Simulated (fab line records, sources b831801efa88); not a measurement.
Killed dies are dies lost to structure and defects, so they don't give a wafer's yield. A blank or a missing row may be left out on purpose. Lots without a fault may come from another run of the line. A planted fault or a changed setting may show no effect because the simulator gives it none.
Chamber matching | flow gf180mcu | GF_SAB_CVD_00 on pecvd-02: 3 sister chambers
The step deposits SiO2 from TEOS, target thk 50 nm, time 4.9302 s. 6 wafers are shown with their chamber, then 8 later ones without.

WAFERS WITH THEIR CHAMBER
wafer  | chamber | heater_power_w (W)
L336.4 | 0       | 850
L338.6 | 0       | 848
L340.2 | 1       | 721
L340.3 | 2       | 511
L340.4 | 2       | 502
L347.2 | 1       | 788

WAFERS WITHOUT THEIR CHAMBER
wafer  | heater_power_w (W)
L347.3 | 526
L347.5 | 778
L353.2 | 784
L353.5 | 517
L353.6 | 748
L354.1 | 721
L354.4 | 732
L354.5 | 763

WHICH CHAMBER EACH WENT THROUGH
wafer  | from the rows above     | in truth
L347.3 | 2                       | 2
L347.5 | can't be placed: 1 or 0 | 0
L353.2 | can't be placed: 1 or 0 | 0
L353.5 | 2                       | 2
L353.6 | 1                       | 1
L354.1 | 1                       | 1
L354.4 | 1                       | 1
L354.5 | 1                       | 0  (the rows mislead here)
Placed correctly: 5 of 8. Can't be placed from these rows: 2 (the true chamber is among the candidates in 2). Placed wrongly: 1.
How it was worked out, from the rows above alone: a wafer's distance from a chamber is the root of the sum, over the readings, of the square of ((its reading less the chamber's mean) divided by the reading's scatter). The wafer belongs to the nearest chamber; if the next one is less than 2 further off, it can't be placed. A chamber's mean is the mean of its shown wafers. The scatter: the root of (the sum of the squares of (reading less its chamber's mean) over the shown wafers, divided by (wafers less chambers)).
